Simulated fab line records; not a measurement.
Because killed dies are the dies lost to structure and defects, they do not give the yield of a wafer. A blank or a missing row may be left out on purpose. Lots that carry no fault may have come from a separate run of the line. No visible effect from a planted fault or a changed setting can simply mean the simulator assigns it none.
fab line records | flow sky130
record: lots: 5 wafers: 27
route steps=708 shown FIELD_ISO@2 GATE_OXIDE@203 SD_P@326 LI_CONTACT@362 LOCAL_INTERCONNECT@387
startH: hours from the record's first day to the start of the lot's first wafer shown | waitH: hours since the lot's step before | " unchanged from the row above | L1.1+2: one row covering several wafers at once | - either no value or no given start | * or withheld: withheld | < > ~ a bound
route shown NAME@n: a module of which the file shows steps, and the number in the route of the first | usual: mean/standard deviation of fault-free wafers | same: alike in all rows | chamber/n: place in a boat | sites: per-site readings | _std_site: their standard deviation | _edge_site: inner sites' mean taken away from outer sites' mean | radiusMm: for every site, how far away it sits from the centre of the wafer | mask NAME#n: copy n | behind: the last tool/chamber to shape the wafer | hold: why the lot went on hold/how many hours it stayed there/how the hold came to an end | device: which transistor (n, p or np) failed to switch | end of line: at the end of the route, the tests of the same wafers | where a step has no rows: the recipe by itself | killed: the dies lost at the first sort to structure and to defects; this is not the yield of the wafer | map: shows each die of a wafer: x if killed, . if not, _ if none is there
set.NAME: the setting the step ran with; set.NAME@STEP: the setting that earlier step ran with | model.NAME: the simulator's own value behind a step, which no gauge read
one table per step and one row per wafer, for lots whose settings were changed on purpose
== steps ==
step: SKY_FIELD_ISO_OXIDATION_01
recipe: tempC: 900 ambient: O2 stabiliseS: 600 purgeS: 300 targetThkA: 120 oxTimeS: 1843
columns lot.wafer tool chamber startH waitH set.oxTimeS model.SiO2_of_FIELD_ISO_OXIDATION_01.thkNm
L074.1 - - - 0.1 2652 15.65
L074.2 " - " " 2652 15.66
L074.3+4+6 " - " " 2652 15.62
L074.5 " - " " 2652 15.67
L076.1 - - - 1.6 1060 8.206
L076.2 " - " " 1060 8.323
L076.3 " - " " 1060 7.994
L076.4 " - " " 1060 7.992
L076.5 " - " " 1060 8.063
L076.6 " - " " 1060 8.065
L079.1 furnace-02 0 35.12 0.1 1843 11.75
L079.2+3 " 0 " " 1843 11.54
L083.1 - - - 0.7 2673 15.63
L083.2 " - " " 2673 15.57
L083.3 " - " " 2673 15.72
L083.4 " - " " 2673 15.67
L083.5 " - " " 2673 15.58
L083.6 " - " " 2673 15.51
L085.1 - - - 0.1 1843 11.92
L085.2 " - " " 1843 11.89
L085.3 " - " " 1843 11.85
L085.4 " - " " 1843 11.87
L085.5 " - " " 1843 11.98
L085.6 " - " " 1843 11.71
step: SKY_FIELD_ISO_THK_MEAS_02
recipe: reads: SiO2_of_FIELD_ISO_OXIDATION_01
usual: FIELD_ISO_OXIDATION_00_THK: 11.87/0.26
columns lot.wafer tool chamber startH waitH set.oxTimeS@FIELD_ISO_OXIDATION_01 FIELD_ISO_OXIDATION_00_THK[nm]
L074.1 filmMetro-02 - - - 2652 15.67
L074.2 " - " " 2652 15.65
L074.3 " - " " 2652 15.66
L074.4 " - " " 2652 15.58
L074.5 " - " " 2652 15.73
L074.6 " - " " 2652 15.61
L076.1 filmMetro-02 - - - 1060 8.20
L076.2 " - " " 1060 8.24
L076.3 " - " " 1060 7.99
L076.4 " - " " 1060 8.02
L076.5 " - " " 1060 8.12
L076.6 " - " " 1060 8.06
L079.1 filmMetro-04 - 36.63 0.0 1843 11.75
L079.2 " - " " 1843 11.56
L079.3 " - " " 1843 11.54
L083.1 filmMetro-03 - - - 2673 15.62
L083.2 " - " " 2673 15.55
L083.3 " - " " 2673 15.70
L083.4 " - " " 2673 15.65
L083.5 " - " " 2673 15.56
L083.6 " - " " 2673 15.55
L085.1 filmMetro-03 - - - 1843 11.93
L085.2 " - " " 1843 11.92
L085.3 " - " " 1843 11.86
L085.4 " - " " 1843 11.92
L085.5 " - " " 1843 11.98
L085.6 " - " " 1843 11.65
step: SKY_FIELD_ISO_CVD_03
recipe: material: Si3N4 precursor: DCS/NH3 targetThkNm: 165 tempC: 770 timeS: 2830 pressureMtorr: 257.5
step: SKY_FIELD_ISO_CMP_27
recipe: stopOn: Si3N4 tOverpolishS: 16 downForcePsi: 4 platenRpm: 60 targetThkNm: 457.8 padVelocityMS: 0.94248
step: SKY_FIELD_ISO_WET_ETCH_28
recipe: chemistry: dHF targetDepthNm: 23.7 target: SiO2 dilution: 10:1 tempC: 25 timeS: 47
step: SKY_FIELD_ISO_WET_ETCH_29
recipe: chemistry: H3PO4 targetDepthNm: 160 target: Si3N4 tempC: 160 timeS: 1825
columns lot.wafer tool chamber startH waitH set.oxTimeS@FIELD_ISO_OXIDATION_01 model.SiO2_of_FIELD_ISO_OXIDATION_01.thkNm
L074.1 wetBench-03 2 31.13 0.0 2652 15.33
L074.2+5 " 2 " " 2652 15.34
L074.3 " 2 " " 2652 15.29
L074.4+6 " 2 " " 2652 15.3
L076.1 wetBench-03 1 45.20 0.0 1060 7.88
L076.2 " 1 " " 1060 7.996
L076.3 " 1 " " 1060 7.669
L076.4 " 1 " " 1060 7.667
L076.5 " 1 " " 1060 7.735
L076.6 " 1 " " 1060 7.739
L079.1 wetBench-03 1 60.45 0.0 1843 11.43
L079.2+3 " 1 " " 1843 11.23
L083.1 wetBench-03 2 89.77 0.0 2673 15.32
L083.2+5 " 2 " " 2673 15.27
L083.3 " 2 " " 2673 15.41
L083.4 " 2 " " 2673 15.37
L083.6 " 2 " " 2673 15.2
L085.1 wetBench-01 3 103.56 0.0 1843 11.6
L085.2 " 3 " " 1843 11.58
L085.3 " 3 " " 1843 11.54
L085.4 " 3 " " 1843 11.55
L085.5 " 3 " " 1843 11.67
L085.6 " 3 " " 1843 11.39
step: SKY_GATE_OXIDE_OXIDATION_16
recipe: tempC: 800 ambient: O2 idleTempC: 700 rampUpCPerMin: 10 rampDownCPerMin: 3 stabiliseS: 600 purgeS: 300 targetThkA: 35.7 oxTimeS: 1915
columns lot.wafer tool chamber startH waitH set.oxTimeS model.SiO2_of_GATE_OXIDE_OXIDATION_01.thkNm
L074.1 - - - 1.7 1079 11.1
L074.2 " - " " 1079 11.04
L074.3 " - " " 1079 10.88
L074.4 " - " " 1079 10.85
L074.5 " - " " 1079 10.83
L074.6 " - " " 1079 11
L076.1+5 - - - 0.3 777.7 10.74
L076.2 " - " " 777.7 10.83
L076.3 " - " " 777.7 11.01
L076.4 " - " " 777.7 10.76
L076.6 " - " " 777.7 10.78
L079.1 furnace-01 0 352.71 2.1 1915 12.21
L079.2 " 0 " " 1915 12.12
L079.3 " 0 " " 1915 12.36
L083.1 - - - 0.0 1432 11.27
L083.2+4+6 " - " " 1432 11.1
L083.3 " - " " 1432 11.18
L083.5 " - " " 1432 11.02
L085.1 - - - 0.0 2530 12.14
L085.2 " - " " 2530 12.28
L085.3 " - " " 2530 12.17
L085.4 " - " " 2530 12.27
L085.5 " - " " 2530 12.31
L085.6 " - " " 2530 12.3
step: SKY_SD_P_DEVELOP_06
recipe: resist: NOVOLAK developer: TMAH developTimeS: 60 devTempC: 23
columns lot.wafer tool chamber startH waitH set.developTimeS
L074.1+4+6 lithoTrack-01 0 579.19 0.1 73.53
L074.2+3+5 " 0 " " 60
L076.1+2+3+4+5+6 lithoTrack-02 0 603.37 0.1 60
L079.1+2+3 lithoTrack-02 0 632.52 0.1 60
L083.1+2+3+4+5+6 lithoTrack-02 0 686.27 0.1 60
L085.1+5+6 lithoTrack-02 0 700.77 0.1 78.93
L085.2+3+4 " 0 " " 60
step: SKY_SD_P_CD_MEAS_07
recipe: targetCdNm: 380
usual: cdNm: 380.7/1.8
columns lot.wafer tool chamber startH waitH set.developTimeS@SD_P_DEVELOP_06 cdNm
L074.1 cdSem-02 - 579.34 0.1 73.53 400.3
L074.2 " - " " 60 382.3
L074.3 " - " " 60 380.2
L074.4 " - " " 73.53 402.0
L074.5 " - " " 60 381.4
L074.6 " - " " 73.53 401.1
L076.1 cdSem-01 - 603.61 0.2 60 380.6
L076.2 " - " " 60 379.8
L076.3 " - " " 60 380.0
L076.4 " - " " 60 380.3
L076.5 " - " " 60 380.7
L076.6 " - " " 60 380.5
L079.1 cdSem-02 - 632.67 0.1 60 385.2
L079.2 " - " " 60 382.0
L079.3 " - " " 60 384.1
L083.1 cdSem-01 - 686.42 0.1 60 382.7
L083.2 " - " " 60 381.6
L083.3 " - " " 60 381.4
L083.4 " - " " 60 383.1
L083.5 " - " " 60 382.4
L083.6 " - " " 60 381.4
L085.1 cdSem-01 - 700.92 0.1 78.93 404.6
L085.2 " - " " 60 380.3
L085.3 " - " " 60 376.6
L085.4 " - " " 60 379.0
L085.5 " - " " 78.93 405.8
L085.6 " - " " 78.93 405.3
step: SKY_LI_CONTACT_HDPCVD_00
recipe: material: PSG targetThkNm: 930 sigmaOpenFrac: 0.3 timeS: 155 tempC: 600 sih4FlowSccm: 60 pressureMtorr: 6
columns lot.wafer tool chamber startH waitH set.timeS model.PSG_of_LI_CONTACT_HDPCVD_00.thkNm
L074.1 hdpcvd-02 2 639.29 0.0 155 926.2
L074.2 " 0 " " 85 503.1
L074.3 " 1 " " 85 516.7
L074.4 " 1 " " 155 935.2
L074.5 " 0 " " 155 921.5
L074.6 " 2 " " 85 507.4
L076.1 hdpcvd-02 0 663.87 0.0 70.39 410.9
L076.2 " 2 " " 155 924.8
L076.3 " 1 " " 155 931.3
L076.4 " 2 " " 70.39 412.4
L076.5 " 0 " " 70.39 422.9
L076.6 " 1 " " 155 935
L079.1 hdpcvd-02 2 691.30 0.0 155 928.2
L079.2 " 0 " " 155 922.5
L079.3 " 1 " " 155 938
L083.1 hdpcvd-01 0 743.54 0.0 155 936.7
L083.2 " 2 " " 236.4 1422
L083.3 " 1 " " 155 924.2
L083.4 " 2 " " 155 934.5
L083.5 " 0 " " 236.4 1409
L083.6 " 1 " " 236.4 1406
L085.1 hdpcvd-02 1 756.88 0.0 155 931
L085.2 " 2 " " 155 933.3
L085.3 " 0 " " 155 924.4
L085.4 " 1 " " 155 941.9
L085.5 " 2 " " 155 916.9
L085.6 " 0 " " 155 923.5
step: SKY_LI_CONTACT_THK_MEAS_01
recipe: reads: PSG_of_LI_CONTACT_HDPCVD_00
usual: LI_CONTACT_HDPCVD_THK: 929/10
columns lot.wafer tool chamber startH waitH set.timeS@LI_CONTACT_HDPCVD_00 LI_CONTACT_HDPCVD_THK[nm]
L074.1 filmMetro-04 - 639.39 0.1 155 927
L074.2 " - " " 85 503
L074.3 " - " " 85 516
L074.4 " - " " 155 935
L074.5 " - " " 155 922
L074.6 " - " " 85 508
L076.1 filmMetro-02 - 663.97 0.1 70.39 411
L076.2 " - " " 155 924
L076.3 " - " " 155 931
L076.4 " - " " 70.39 412
L076.5 " - " " 70.39 423
L076.6 " - " " 155 935
L079.1 filmMetro-01 - 691.41 0.1 155 929
L079.2 " - " " 155 922
L079.3 " - " " 155 939
L083.1 filmMetro-04 - 743.64 0.1 155 937
L083.2 " - " " 236.4 1422
L083.3 " - " " 155 924
L083.4 " - " " 155 935
L083.5 " - " " 236.4 1410
L083.6 " - " " 236.4 1406
L085.1 filmMetro-02 - 756.99 0.1 155 931
L085.2 " - " " 155 933
L085.3 " - " " 155 924
L085.4 " - " " 155 942
L085.5 " - " " 155 917
L085.6 " - " " 155 923
step: SKY_LI_CONTACT_CMP_02
recipe: material: PSG downForcePsi: 4 platenRpm: 60 padVelocityMS: 0.94248
usual: timeToEndpointS: 33/3.8
columns lot.wafer tool chamber startH waitH set.timeS@LI_CONTACT_HDPCVD_00 timeToEndpointS model.PSG_of_LI_CONTACT_HDPCVD_00.thkNm
L074.3 cmp-02 2 639.45 0.0 85 11 516.7
L074.1 " 3 " " 155 33 585.1
L074.2 " 0 " " 85 11 503.1
L074.4 " 1 " " 155 34 585.3
L074.6 " 2 " " 85 10 507.4
L074.5 " 3 " " 155 32 585.1
L076.2 cmp-01 1 664.03 0.0 155 34 584
L076.4 " 2 " " 70.39 8 412.4
L076.3 " 3 " " 155 35 584.7
L076.1 " 0 " " 70.39 14 410.9
L076.6 " 1 " " 155 35 584.2
L076.5 " 2 " " 70.39 4 422.9
L079.2 cmp-01 3 691.52 0.1 155 34 586.1
L079.1 " 0 " " 155 37 586.7
L079.3 " 1 " " 155 37 586.7
L083.2 cmp-01 1 743.70 0.0 236.4 85 584.4
L083.1 " 2 " " 155 34 583.8
L083.4 " 3 " " 155 38 586.2
L083.3 " 0 " " 155 40 586.7
L083.6 " 1 " " 236.4 82 584.5
L083.5 " 2 " " 236.4 78 583.8
L085.4 cmp-02 3 757.05 0.0 155 36 585.8
L085.1 " 0 " " 155 29 584.6
L085.3 " 1 " " 155 33 585.5
L085.2 " 2 " " 155 31 585.5
L085.5 " 3 " " 155 32 586.6
L085.6 " 0 " " 155 34 586.1
step: SKY_LI_CONTACT_DEHYDRATE_04
recipe: tempC: 200 timeS: 60
step: SKY_LI_CONTACT_ETCH_14
recipe: chemistry: N2/H2 target: BARC ionEnergyEv: 200 sourceW: 500 biasW: 100 pressureMtorr: 30 n2FlowSccm: 100 h2FlowSccm: 200 stopOn: SiO2 timeS: 45.9 targetDepthA: 600
step: SKY_LI_CONTACT_ETCH_15
recipe: target: PSG chemistry: C4F8/O2/Ar stopOn: Si taperDeg: 4.15 maskMaterial: KrF-thick sourceW: 1500 biasW: 1200 pressureMtorr: 40 c4f8FlowSccm: withheld O2_flow_sccm: 6 Ar_flow_sccm: 300 timeS: withheld targetDepthA: 6000
usual: oesProductAu: 0.828/0.0059
columns lot.wafer tool chamber startH waitH set.timeS@LI_CONTACT_HDPCVD_00 oesProductAu model.LI_CONTACT.featureDepthNm
L074.1 rieDiel-02 0 668.84 0.0 * 0.830 585.1
L074.2 " 2 " " * 0.774 503.1
L074.3 " 3 " " * 0.773 516.7
L074.4 " 1 " " * 0.832 585.3
L074.5 " 0 " " * 0.818 585.1
L074.6 " 1 " " * 0.772 507.4
L076.1 rieDiel-01 2 693.17 0.0 * 0.684 410.9
L076.2 " 3 " " * 0.831 584
L076.3 " 0 " " * 0.825 584.7
L076.4 " 3 " " * 0.688 412.4
L076.5 " 2 " " * 0.703 422.9
L076.6 " 0 " " * 0.827 584.2
L079.1 rieDiel-01 1 719.97 0.0 * 0.829 586.7
L079.2 " 2 " " * 0.826 586.1
L079.3 " 3 " " * 0.838 586.7
L083.1 rieDiel-02 0 771.12 0.0 * 0.819 583.8
L083.2 " 2 " " * 0.824 584.4
L083.3 " 3 " " * 0.836 586.7
L083.4 " 1 " " * 0.825 586.2
L083.5 " 1 " " * 0.837 583.8
L083.6 " 0 " " * 0.821 584.5
L085.1 rieDiel-01 3 783.79 0.0 * 0.825 584.6
L085.2 " 0 " " * 0.834 585.5
L085.3 " 2 " " * 0.833 585.5
L085.4 " 1 " " * 0.833 585.8
L085.5 " 0 " " * 0.821 586.6
L085.6 " 3 " " * 0.831 586.1
step: SKY_LOCAL_INTERCONNECT_SPUTTER_00
recipe: material: TiN targetThkNm: 100 tempC: 300 powerW: 6500 timeS: 83.3 chamberPressurePa: 0.4
columns lot.wafer tool chamber startH waitH set.timeS model.TiN_of_LOCAL_INTERCONNECT_SPUTTER_00.thkNm
L074.1 pvdSputter-02 - 669.98 0.2 62.24 76.94
L074.2 " - " " 62.24 77.66
L074.3 " - " " 62.24 75.23
L074.4 " - " " 83.3 103.7
L074.5 " - " " 83.3 103.4
L074.6 " - " " 83.3 101.1
L076.1 pvdSputter-02 - 694.29 0.1 83.3 103.4
L076.2 " - " " 55.93 70.39
L076.3 " - " " 55.93 68.63
L076.4 " - " " 55.93 69.39
L076.5 " - " " 83.3 102.4
L076.6 " - " " 83.3 101.1
L079.1 pvdSputter-03 - 721.09 0.2 83.3 101.9
L079.2 " - " " 83.3 100.5
L079.3 " - " " 83.3 100.8
L083.1 pvdSputter-02 - 772.24 0.1 45.75 57.66
L083.2+6 " - " " 83.3 101.6
L083.3 " - " " 45.75 55.12
L083.4 " - " " 83.3 103.4
L083.5 " - " " 45.75 56.93
L085.1 pvdSputter-02 - 784.93 0.2 47.18 58.97
L085.2 " - " " 83.3 102.1
L085.3 " - " " 83.3 101.9
L085.4 " - " " 47.18 57.22
L085.5 " - " " 47.18 57.1
L085.6 " - " " 83.3 101.8
step: SKY_LOCAL_INTERCONNECT_RS_MEAS_01
recipe: thkMeasGauge: four-point-probe reads: TiN_of_LOCAL_INTERCONNECT_SPUTTER_00
usual: LOCAL_INTERCONNECT_TIN_RS: 13.91/0.23
columns lot.wafer tool chamber startH waitH set.timeS@LOCAL_INTERCONNECT_SPUTTER_00 LOCAL_INTERCONNECT_TIN_RS[ohm/sq]
L074.1 filmMetro-03 - 670.04 0.0 62.24 18.62
L074.2 " - " " 62.24 18.43
L074.3 " - " " 62.24 19.05
L074.4 " - " " 83.3 13.59
L074.5 " - " " 83.3 13.64
L074.6 " - " " 83.3 14.00
L076.1 filmMetro-01 - 694.36 0.0 83.3 13.66
L076.2 " - " " 55.93 20.51
L076.3 " - " " 55.93 21.05
L076.4 " - " " 55.93 20.78
L076.5 " - " " 83.3 13.78
L076.6 " - " " 83.3 13.99
L079.1 filmMetro-03 - 721.16 0.0 83.3 13.87
L079.2 " - " " 83.3 14.06
L079.3 " - " " 83.3 14.00
L083.1 filmMetro-02 - 772.31 0.0 45.75 25.28
L083.2 " - " " 83.3 13.91
L083.3 " - " " 45.75 26.58
L083.4 " - " " 83.3 13.64
L083.5 " - " " 45.75 25.69
L083.6 " - " " 83.3 13.87
L085.1 filmMetro-02 - 784.99 0.0 47.18 24.73
L085.2 " - " " 83.3 13.81
L085.3 " - " " 83.3 13.84
L085.4 " - " " 47.18 25.53
L085.5 " - " " 47.18 25.59
L085.6 " - " " 83.3 13.87
step: SKY_LOCAL_INTERCONNECT_THK_MEAS_02
recipe: thkMeasGauge: xrf reads: TiN_of_LOCAL_INTERCONNECT_SPUTTER_00
usual: LOCAL_INTERCONNECT_TIN_THK: 102.1/1.8
columns lot.wafer tool chamber startH waitH set.timeS@LOCAL_INTERCONNECT_SPUTTER_00 LOCAL_INTERCONNECT_TIN_THK[nm]
L074.1 filmMetro-03 - 670.16 0.1 62.24 76.9
L074.2 " - " " 62.24 77.6
L074.3 " - " " 62.24 75.2
L074.4 " - " " 83.3 103.7
L074.5 " - " " 83.3 103.1
L074.6 " - " " 83.3 100.6
L076.1 filmMetro-01 - 694.48 0.1 83.3 104.6
L076.2 " - " " 55.93 71.4
L076.3 " - " " 55.93 69.6
L076.4 " - " " 55.93 70.2
L076.5 " - " " 83.3 103.9
L076.6 " - " " 83.3 102.5
L079.1 filmMetro-03 - 721.28 0.1 83.3 101.8
L079.2 " - " " 83.3 100.4
L079.3 " - " " 83.3 101.1
L083.1 filmMetro-02 - 772.43 0.1 45.75 57.6
L083.2 " - " " 83.3 102.5
L083.3 " - " " 45.75 55.4
L083.4 " - " " 83.3 103.2
L083.5 " - " " 45.75 57.0
L083.6 " - " " 83.3 101.4
L085.1 filmMetro-02 - 785.11 0.1 47.18 59.0
L085.2 " - " " 83.3 102.4
L085.3 " - " " 83.3 102.5
L085.4 " - " " 47.18 57.4
L085.5 " - " " 47.18 57.3
L085.6 " - " " 83.3 102.1
step: SKY_LOCAL_INTERCONNECT_DEHYDRATE_03
recipe: tempC: 200 timeS: 60
step: SKY_LOCAL_INTERCONNECT_HMDS_04
recipe: primeTimeS: 60 primeTempC: 120
step: SKY_LOCAL_INTERCONNECT_ETCH_13
recipe: chemistry: N2/H2 target: BARC ionEnergyEv: 200 biasW: 100 pressureMtorr: 30 n2FlowSccm: 100 h2FlowSccm: 200 icpW: 500 stopOn: SiO2 timeS: 45.9 targetDepthA: 600
step: SKY_LOCAL_INTERCONNECT_METAL_ETCH_14
recipe: targetDepthNm: 110 stopOn: PSG chemistry: Cl2/BCl3 target: TiN resistSidewallDeg: 88 pressureMtorr: 10 icpW: 900 biasW: 48.5 Cl2_flow_sccm: 60 bcl3FlowSccm: 30 timeS: 31.4
usual: oesProductAu: 0.950/0.0089
columns lot.wafer tool chamber startH waitH set.timeS@LOCAL_INTERCONNECT_SPUTTER_00 oesProductAu
L074.1 rieMetal-01 0 698.10 0.0 62.24 0.811
L074.2 " 1 " " 62.24 0.809
L074.3 " 0 " " 62.24 0.798
L074.4 " 1 " " 83.3 0.958
L074.5 " 0 " " 83.3 0.957
L074.6 " 1 " " 83.3 0.944
L076.1 rieMetal-02 1 722.71 0.0 83.3 0.960
L076.2 " 0 " " 55.93 0.776
L076.3 " 1 " " 55.93 0.762
L076.4 " 0 " " 55.93 0.768
L076.5 " 1 " " 83.3 0.956
L076.6 " 0 " " 83.3 0.948
L079.1 rieMetal-01 1 749.56 0.0 83.3 0.943
L079.2 " 0 " " 83.3 0.941
L079.3 " 1 " " 83.3 0.949
L083.1 rieMetal-03 1 798.99 0.0 45.75 0.705
L083.2 " 0 " " 83.3 0.956
L083.3 " 0 " " 45.75 0.694
L083.4 " 1 " " 83.3 0.963
L083.5 " 0 " " 45.75 0.694
L083.6 " 1 " " 83.3 0.954
L085.1 rieMetal-02 1 812.46 0.0 47.18 0.713
L085.2 " 0 " " 83.3 0.947
L085.3 " 0 " " 83.3 0.954
L085.4 " 1 " " 47.18 0.697
L085.5 " 1 " " 47.18 0.704
L085.6 " 0 " " 83.3 0.953
== key ==
split: step: SKY_FIELD_ISO_OXIDATION_01 setting: oxTimeS stated: 1843 by: lot
response: step: SKY_FIELD_ISO_OXIDATION_01 reading: model.SiO2_of_FIELD_ISO_OXIDATION_01.thkNm change: +0.0865 per: 1% r: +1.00
response: step: SKY_FIELD_ISO_THK_MEAS_02 reading: FIELD_ISO_OXIDATION_00_THK change: +0.0865 per: 1% r: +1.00
response: step: SKY_FIELD_ISO_WET_ETCH_29 reading: model.SiO2_of_FIELD_ISO_OXIDATION_01.thkNm change: +0.0866 per: 1% r: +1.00
split: step: SKY_GATE_OXIDE_OXIDATION_16 setting: oxTimeS stated: 1915 by: lot
response: step: SKY_GATE_OXIDE_OXIDATION_16 reading: model.SiO2_of_GATE_OXIDE_OXIDATION_01.thkNm change: +0.0173 per: 1% r: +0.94
split: step: SKY_SD_P_DEVELOP_06 setting: developTimeS stated: 60 by: wafer
response: step: SKY_SD_P_CD_MEAS_07 reading: cdNm change: +0.855 per: 1% r: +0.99
split: step: SKY_LI_CONTACT_HDPCVD_00 setting: timeS stated: 155 by: wafer
response: step: SKY_LI_CONTACT_HDPCVD_00 reading: model.PSG_of_LI_CONTACT_HDPCVD_00.thkNm change: +9.29 per: 1% r: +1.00
response: step: SKY_LI_CONTACT_THK_MEAS_01 reading: LI_CONTACT_HDPCVD_THK change: +9.29 per: 1% r: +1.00
response: step: SKY_LI_CONTACT_CMP_02 reading: timeToEndpointS change: * per: 1% r: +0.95
response: step: SKY_LI_CONTACT_CMP_02 reading: model.PSG_of_LI_CONTACT_HDPCVD_00.thkNm shape: bent atLowest: 415.4 atStated: 585.5 atHighest: 584.2
response: step: SKY_LI_CONTACT_ETCH_15 reading: oesProductAu shape: bent atLowest: 0.692 atStated: 0.828 atHighest: 0.827
response: step: SKY_LI_CONTACT_ETCH_15 reading: model.LI_CONTACT.featureDepthNm shape: bent atLowest: 415.4 atStated: 585.5 atHighest: 584.2
split: step: SKY_LOCAL_INTERCONNECT_SPUTTER_00 setting: timeS stated: 83.3 by: wafer
response: step: SKY_LOCAL_INTERCONNECT_SPUTTER_00 reading: model.TiN_of_LOCAL_INTERCONNECT_SPUTTER_00.thkNm change: +1.01 per: 1% r: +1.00
response: step: SKY_LOCAL_INTERCONNECT_RS_MEAS_01 reading: LOCAL_INTERCONNECT_TIN_RS change: -0.247 per: 1% r: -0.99
response: step: SKY_LOCAL_INTERCONNECT_THK_MEAS_02 reading: LOCAL_INTERCONNECT_TIN_THK change: +1.02 per: 1% r: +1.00
response: step: SKY_LOCAL_INTERCONNECT_METAL_ETCH_14 reading: oesProductAu change: +0.00572 per: 1% r: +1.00
